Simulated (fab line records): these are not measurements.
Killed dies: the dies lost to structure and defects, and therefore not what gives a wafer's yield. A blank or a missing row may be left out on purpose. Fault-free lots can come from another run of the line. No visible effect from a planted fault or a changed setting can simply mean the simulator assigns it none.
Shared-tool check | flow sky130 | Lots sampled 14, wafers sampled 42

REASON FOR OPENING
SKY_NWELL_TW_MEAS_15, reading NWELL_TW: flagged on 2 of 14 lots. Wafers without a fault read 1832, standard deviation 24.
Rule: a lot is flagged in two cases, either no wafer of it has a number, or all its wafers with numbers fall more than 4 standard deviations from that mean. The other lots count as sound.

lot  | measured     | on            | NWELL_TW, wafer by wafer | flag
L815 | day 4 19:42  | film metro-01 | 1821 1812 1816           |
L816 | day 5 00:22  | film metro-03 | 1784 1805 1808           |
L819 | day 5 14:29  | film metro-01 | 1831 1809 1806           |
L821 | day 6 04:39  | film metro-04 | 1860 1860 1853           |
L822 | day 6 09:49  | film metro-04 | 1854 1859 1854           |
L823 | day 6 16:07  | film metro-04 | 1859 1858 1832           |
L824 | day 6 23:13  | film metro-01 | 1812 1804 1804           |
L825 | day 7 06:40  | film metro-01 | 1822 1815 1823           |
L826 | day 7 12:14  | film metro-01 | 1813 1822 1805           |
L831 | day 8 16:09  | film metro-04 | 1852 1860 1847           |
L834 | day 9 07:47  | film metro-04 | 1868 1865 1870           |
L836 | day 9 17:49  | film metro-01 | 1714 1711 1714           | FLAGGED
L837 | day 10 00:11 | film metro-01 | 1725 1717 1726           | FLAGGED
L838 | day 10 03:03 | film metro-04 | 1872 1868 1881           |
Average over the flagged lots: 1718; offset from the usual -114, equal to -5 standard deviations.

WHICH TOOL RAN EACH LOT
The record keeps 1 process step preceding the reading, out of 708 steps on the route. In each cell: the tool, then ch and the chambers that the sampled wafers went through, then the start.
lot  | flag    | SKY_NWELL_IMPLANT_11
L815 |         | implanter-04 ch 0, day 4 19:09
L816 |         | implanter-02 ch 0, day 4 23:49
L819 |         | implanter-04 ch 0, day 5 13:56
L821 |         | implanter-04 ch 0, day 6 04:07
L822 |         | implanter-01 ch 0, day 6 09:16
L823 |         | implanter-02 ch 0, day 6 15:35
L824 |         | implanter-04 ch 0, day 6 22:43
L825 |         | implanter-02 ch 0, day 7 06:08
L826 |         | implanter-04 ch 0, day 7 11:43
L831 |         | implanter-04 ch 0, day 8 15:37
L834 |         | implanter-01 ch 0, day 9 07:14
L836 | FLAGGED | implanter-04 ch 0, day 9 17:19
L837 | FLAGGED | implanter-04 ch 0, day 9 23:38
L838 |         | implanter-01 ch 0, day 10 02:31
What these steps do:
- SKY_NWELL_IMPLANT_11
- SKY_NWELL_TW_MEAS_15

FLAGGED AGAINST TOTAL, ONE TOOL AT A TIME (gauges that did the reading follow at the end)
step                 | tool          | lots run | flagged | share of the flagged lots | sound lots run after its first flagged lot
SKY_NWELL_IMPLANT_11 | implanter-01  | 3        | 0       | none                      | -
SKY_NWELL_IMPLANT_11 | implanter-02  | 3        | 0       | none                      | -
SKY_NWELL_IMPLANT_11 | implanter-04  | 8        | 2       | all                       | 0
SKY_NWELL_TW_MEAS_15 | film metro-01 | 7        | 2       | all                       | 0
SKY_NWELL_TW_MEAS_15 | film metro-03 | 1        | 0       | none                      | -
SKY_NWELL_TW_MEAS_15 | film metro-04 | 6        | 0       | none                      | -

THE TABLE: WHAT IT ALLOWS
Rows of the table that ran all the flagged lots, 2 in number: implanter-04 at SKY_NWELL_IMPLANT_11; film metro-01 at SKY_NWELL_TW_MEAS_15.
- implanter-04 at SKY_NWELL_IMPLANT_11 ran 8 lots, 2 of them flagged. Its last sound lot is L831 (day 8 15:37), its first flagged lot L836 (day 9 17:19): a fault that began between those two fits. Its own readings lie more than 4 standard deviations out on every wafer of the flagged lots: beam on s, faraday current uA.
- film metro-01 at SKY_NWELL_TW_MEAS_15 ran 7 lots, 2 of them flagged. Its last sound lot is L826 (day 7 12:14), its first flagged lot L836 (day 9 17:49): a fault that began between those two fits.
These 2 tools cannot be told apart by counting lots, since each of them fits a fault that started at some hour. More lots, or a look at what each step does to the wafer, might.

WHAT WAS PUT IN BY THE SIMULATOR
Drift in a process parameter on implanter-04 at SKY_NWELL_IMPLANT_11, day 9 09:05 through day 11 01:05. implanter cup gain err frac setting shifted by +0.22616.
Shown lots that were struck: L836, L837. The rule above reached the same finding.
